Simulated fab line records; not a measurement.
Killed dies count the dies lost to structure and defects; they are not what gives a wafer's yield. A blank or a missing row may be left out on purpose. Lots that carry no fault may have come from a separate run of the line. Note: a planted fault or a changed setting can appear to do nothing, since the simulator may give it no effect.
Code-filled problem report in 8D (eight disciplines) form / flow sky130 / the parts of the form that need people (team, actions taken, sign-off) are left out

1. WHAT IS WRONG
Wafers without a fault read 56.59 W, standard deviation 0.044; heaterPowerTotalW at SKY_LDD_LDN_SOFTBAKE_03 reads a mean of 57.54 W on 6 wafers belonging to 2 lots. That is +22 standard deviations from the usual mean.
The step: time 60 s.
The first sign was on wafer L901.2 at day 28 10:08, on lithoTrack-04. The record has a number at this step for 36 wafers belonging to 12 lots. Rule for "out", or "out of limits": more than 4 standard deviations from the usual mean. The other wafers with a number count as sound.

2. WHAT THIS IS AND IS NOT
question=which readings at this step | is=heaterPowerTotalW, plateTempC | is not=-
question=which lots | is=L901, L904 | is not=L884, L886, L887, L888, L891, L893, L894, L898, L906, L907
question=which wafers of those lots | is=all that have a number | is not=-
question=read on which tools | is=lithoTrack-04 | is not=lithoTrack-02, lithoTrack-03
question=when | is=from day 28 10:08 | is not=up to then (24 sound wafers); but 6 sound wafers of L906, L907 came after

3. WHAT RULES OUT EACH SUSPECT
Counting: a tool at a process step up to the reading stays a suspect if it ran every lot that is out and no sound lot after the first of them.
- plasmaAsher-03 at SKY_VT_ADJUST_PCH_STRIP_09 (strips in O2/N2): kept. It processed each lot that is out, first L901 at day 15 19:09, and no sound lot thereafter; up to then, the last sound lot it processed was L898 at day 14 19:24.
- lithoTrack-04 at SKY_LDD_LDN_SOFTBAKE_03 (time 60 s): kept. It processed each lot that is out, first L901 at day 28 10:08, and no sound lot thereafter; up to then, the last sound lot it processed was L893 at day 25 17:55. Out on those wafers are its own readings of heaterPowerTotalW, plateTempC.
After counting, plasmaAsher-03 at SKY_VT_ADJUST_PCH_STRIP_09 and lithoTrack-04 at SKY_LDD_LDN_SOFTBAKE_03 remain.

4. THE CAUSE (what the simulator had put in)
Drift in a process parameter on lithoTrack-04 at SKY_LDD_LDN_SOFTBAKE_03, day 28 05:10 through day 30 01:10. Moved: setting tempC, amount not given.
Of the 2 suspects that counting leaves, this tool is one.

5. SEQUENCE OF EFFECTS, ordered by route
One row per reading whose mean, taken over the struck wafers that have a number, lies over 3 standard deviations from the usual. Readings are gone through only where the record gives a usual standard deviation; hours: the median, over the lots, of the time from a lot's start at the first step in this table giving one to that lot's start at this step; sigmas: the change measured in usual standard deviations.
hours=0; step=SKY_LDD_LDN_SOFTBAKE_03; reading=heaterPowerTotalW; usual=56.59 W; on struck wafers=57.54; change=+0.95; sigmas=+22
hours=0; step=SKY_LDD_LDN_SOFTBAKE_03; reading=plateTempC; usual=90.02 C; on struck wafers=91.21; change=+1.19; sigmas=+9.2
It contains these process steps:
- SKY_LDD_LDN_SOFTBAKE_03: time 60 s.

6. HOW IT WOULD HAVE BEEN CAUGHT EARLIER
First out-of-limits reading in this record: day 28 10:08, which is 5 hours after fault onset at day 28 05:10.
